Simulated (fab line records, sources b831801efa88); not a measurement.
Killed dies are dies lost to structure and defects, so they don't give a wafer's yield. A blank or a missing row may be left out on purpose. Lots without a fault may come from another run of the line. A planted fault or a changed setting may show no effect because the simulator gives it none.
Problem report in the 8D (eight disciplines) form, filled by code | flow sky130 | the parts of the form that need people (team, actions taken, sign-off) are left out

1. THE PROBLEM
LDD_HVN_TW at SKY_LDD_HVN_TW_MEAS_10 reads a mean of 2592 on 6 wafers of 2 lots; wafers without a fault read 1442 with a standard deviation of 8.5. That is +99 or more standard deviations from the usual mean.
First seen on wafer L437.3, day 25 00:10, on film_metro-03. The record holds 36 wafers of 12 lots with a number at this step. Rule for "out", or "out of limits": more than 4 standard deviations from the usual mean. The other wafers with a number count as sound.

2. WHAT IT IS AND WHAT IT IS NOT
question                    | is                           | is not
which readings at this step | LDD_HVN_TW                   | -
which lots                  | L437, L439                   | L426, L427, L435, L440, L441, L444, L445, L446, L447, L448
which wafers of those lots  | all that have a number       | -
read on which gauges        | film_metro-03, film_metro-04 | film_metro-02
when                        | from day 25 00:10            | up to then (9 sound wafers); but 21 sound wafers of L440, L441, L444, L445, L446, L447, L448 came after

3. SUSPECTS, AND WHAT RULES EACH OUT
Counting: a tool at a process step up to the reading stays a suspect if it ran every lot that is out and no sound lot after the first of them.
- the gauge at SKY_LDD_HVN_TW_MEAS_10: ruled out. The wafers that are out were read on 2 gauges (film_metro-03, film_metro-04).
- implanter-01 at SKY_LDD_HVN_IMPLANT_08: ruled out as a lasting fault. Sound lots L448 ran on it after its first lot that is out, L437 (day 24 23:56).
Left after counting: nothing in the record.

4. THE CAUSE (what the simulator had put in)
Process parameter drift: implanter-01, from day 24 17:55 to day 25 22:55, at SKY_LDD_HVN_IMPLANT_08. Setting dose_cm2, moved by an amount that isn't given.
Counting ruled it out, wrongly: the rule takes a fault to strike every lot that its tool runs from its start on, and this one did not.

5. THE CHAIN OF EFFECTS, in route order
Each row: a reading whose mean over the struck wafers that have a number lies more than 3 standard deviations from the usual. Only readings for which the record gives a usual standard deviation are gone through. hours: the time from each lot's start at the first step in this table that gives one to its start at this step, as a median over the lots. sigmas: the change in usual standard deviations.
hours | step                   | reading            | usual | on struck wafers | change | sigmas
0     | SKY_LDD_HVN_IMPLANT_08 | dose_ions_cm2      | 3e+13 | 2e+14            | +2e+14 | +99 or more
0     | SKY_LDD_HVN_IMPLANT_08 | faraday_current_uA | 170   | 1148             | +978   | +99 or more
0     | SKY_LDD_HVN_TW_MEAS_10 | LDD_HVN_TW         | 1442  | 2592             | +1150  | +99 or more
The process steps in it:
- SKY_LDD_HVN_IMPLANT_08

6. WHAT WOULD HAVE CAUGHT IT SOONER
In this record the first reading out of limits at a measuring or inspecting step was taken at day 25 00:10, 6 hours after the fault began at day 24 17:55.
The tool's own readings at SKY_LDD_HVN_IMPLANT_08 were out on every struck wafer that the step has a row for (dose_ions_cm2, faraday_current_uA): an alarm limit on them would have fired on the first of those.
